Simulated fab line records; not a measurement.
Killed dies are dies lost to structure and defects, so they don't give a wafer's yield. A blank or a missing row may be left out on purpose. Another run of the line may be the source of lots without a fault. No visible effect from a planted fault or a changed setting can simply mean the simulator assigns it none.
Which tool did it? -- flow gf180mcu -- 12 lots with 35 wafers sampled at 4 steps, on a route of 602 steps

## WHAT EACH GAUGE READ, for each wafer
GF_PASSIVATION_THK_MEAS_03. Usual: PASSIVATION_CVD_02_THK typically reads 703 nm, with standard deviation 9.5.
lot,measured,on,PASSIVATION_CVD_02_THK (nm),flag
L591,day 28 01:40,film_metro-02,701 719 710,
L592,day 28 10:37,film_metro-04,707 701 700,
L593,day 29 02:42,film_metro-02,683 710 704,
L598,day 30 11:11,film_metro-04,689 706 706,
L599,day 30 11:46,film_metro-04,704 722 705,
L600,day 30 18:28,film_metro-03,699 706 702,
L605,day 32 15:34,film_metro-02,694 693,
L608,day 32 21:59,film_metro-04,706 706 711,
L609,day 33 04:01,film_metro-03,705 715 704,
L610,day 33 12:28,film_metro-02,693 702 705,
L611,day 33 18:25,film_metro-02,694 706 712,
L612,day 33 20:49,film_metro-04,694 709 703,

## EACH LOT AND THE TOOL THAT RAN IT (in order: tool; ch and the chambers of the sampled wafers; start)
lot,GF_V3_CMP_26,GF_V5_CMP_04,GF_V5_ETCH_17
L591,"cmp-02 ch 1,2,3, day 22 09:34","cmp-01 ch 0,1,2, day 26 05:43","rie_diel-01 ch 0,1,2, day 28 01:40 or earlier"
L592,"cmp-01 ch 2,3, day 22 18:20","cmp-02 ch 0,2,3, day 26 15:38","rie_diel-03 ch 1,2, day 28 10:37 or earlier"
L593,"cmp-02 ch 0,3, day 23 14:46","cmp-01 ch 1,2,3, day 27 08:32","rie_diel-04 ch 0,1, day 29 02:42 or earlier"
L598,"cmp-02 ch 1,2, day 25 01:59","cmp-02 ch 0,2,3, day 28 17:54","rie_diel-04 ch 0,1, day 30 11:11 or earlier"
L599,"cmp-02 ch 0,1,3, day 25 05:38","cmp-02 ch 0,3, day 28 18:53","rie_diel-01 ch 1,2,3, day 30 11:46 or earlier"
L600,"cmp-02 ch 0,1,2, day 25 12:22","cmp-01 ch 0,3, day 29 02:05","rie_diel-03 ch 1,2,3, day 30 18:28 or earlier"
L605,"cmp-02 ch 0,1, day 27 17:28","cmp-02 ch 0,3, day 31 02:04","rie_diel-03 ch 1,2, day 32 15:34 or earlier"
L608,"cmp-02 ch 0,1,2, day 28 01:01","cmp-01 ch 0,2, day 31 09:43","rie_diel-01 ch 1,2,3, day 32 21:59 or earlier"
L609,"cmp-02 ch 1,2,3, day 28 08:22","cmp-01 ch 1,2,3, day 31 15:28","rie_diel-01 ch 0,1, day 33 04:01 or earlier"
L610,"cmp-01 ch 0,1,2, day 28 18:38","cmp-01 ch 1,2, day 32 00:20","rie_diel-04 ch 0,1,2, day 33 12:28 or earlier"
L611,"cmp-02 ch 1,2, day 29 01:23","cmp-01 ch 0,2,3, day 32 06:46","rie_diel-03 ch 1,2,3, day 33 18:25 or earlier"
L612,"cmp-02 ch 0,1,3, day 29 03:20","cmp-01 ch 0,1,2, day 32 09:03","rie_diel-01 ch 0,1, day 33 20:49 or earlier"
- GF_V3_CMP_26: polishes, stops on SiO2, t overpolish 15 s, target thk 0 nm.
- GF_V5_CMP_04: polishes SiO2.
- GF_V5_ETCH_17: etches SiO2 in C4F8/O2/Ar, stops on TiN, target depth 855 nm.

## WHAT THE TOOLS THEMSELVES READ (means of the sampled wafers that have a number; where no wafer has one, the mark that the record gives instead)
GF_V3_CMP_26. Usual: motor_current_A 11.3 A, standard deviation 1.1; overpolish_run_s 14.999 s, standard deviation 0.0089; retaining_ring_pressure_frac 1.000, standard deviation 0.005; time_to_endpoint_s 85 s, standard deviation 4.6.
lot,tool,motor_current_A (A),overpolish_run_s (s),retaining_ring_pressure_frac,time_to_endpoint_s (s),flag
L591,cmp-02,11.6,15.001,1.001,78,
L592,cmp-01,10.1,14.996,0.999,87,
L593,cmp-02,12.0,15.005,1.000,82,
L598,cmp-02,10.6,15.002,0.999,83,
L599,cmp-02,11.8,15.007,0.995,89,
L600,cmp-02,11.2,14.985,0.998,90,
L605,cmp-02,11.7,14.998,1.000,91,
L608,cmp-02,11.0,15.002,1.003,87,
L609,cmp-02,11.6,14.997,0.998,86,
L610,cmp-01,11.3,14.992,0.997,81,
L611,cmp-02,11.0,15.003,1.002,86,
L612,cmp-02,11.7,14.994,0.995,88,

GF_V5_CMP_04. Usual: motor_current_A 12.1 A, standard deviation 1.5; retaining_ring_pressure_frac 1.000, standard deviation 0.0051.
lot,tool,motor_current_A (A),retaining_ring_pressure_frac,flag
L591,cmp-01,12.6,1.004,
L592,cmp-02,12.3,0.998,
L593,cmp-01,10.9,1.001,
L598,cmp-02,11.9,1.002,
L599,cmp-02,13.0,1.001,
L600,cmp-01,11.7,0.997,
L605,cmp-02,12.8,1.002,
L608,cmp-01,13.2,0.999,
L609,cmp-01,11.1,1.002,
L610,cmp-01,11.0,0.998,
L611,cmp-01,12.0,0.997,
L612,cmp-01,12.0,0.999,

GF_V5_ETCH_17. Usual: oes_product_au 0.859 a.u., standard deviation 0.0048.
lot,tool,oes_product_au (a.u.),flag
L591,rie_diel-01,0.856,
L592,rie_diel-03,0.860,
L593,rie_diel-04,0.857,
L598,rie_diel-04,0.861,
L599,rie_diel-01,0.858,
L600,rie_diel-03,0.859,
L605,rie_diel-03,0.917,OFF
L608,rie_diel-01,0.859,
L609,rie_diel-01,0.859,
L610,rie_diel-04,0.859,
L611,rie_diel-03,0.862,
L612,rie_diel-01,0.859,

## THE ANSWER, worked out from the rows above alone
Rule: lot off if the mean of its wafers having a number is beyond 3 standard deviations from the usual mean. A lot without any number at a reading at which 4 lots or more have one is off too. The other lots that the step has rows for count as sound. The gauges are gone through in route order, then the tools' own readings, and for those a lot's mean is taken as printed above. At the first step where some lot is off, the reading lying furthest off is the one used; lots without a number count as furthest.
Off, at GF_V5_ETCH_17 on oes_product_au: L605.
A tool fits if, at that step or a process step before it, it ran every lot that is off, and no sound lot after the first of them. With no start given for some of its lots, GF_V5_ETCH_17 uses the hours and lot order of GF_PASSIVATION_THK_MEAS_03. One fits: GF_V5_CMP_04 on cmp-02. Its last sound lot is L599 (day 28 18:53), its first lot that is off L605 (day 31 02:04): a fault that began between those two fits.

## WHAT THE SIMULATOR HAD PUT IN
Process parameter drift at GF_V5_CMP_04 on cmp-02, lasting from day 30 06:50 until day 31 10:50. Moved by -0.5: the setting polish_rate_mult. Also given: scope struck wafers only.
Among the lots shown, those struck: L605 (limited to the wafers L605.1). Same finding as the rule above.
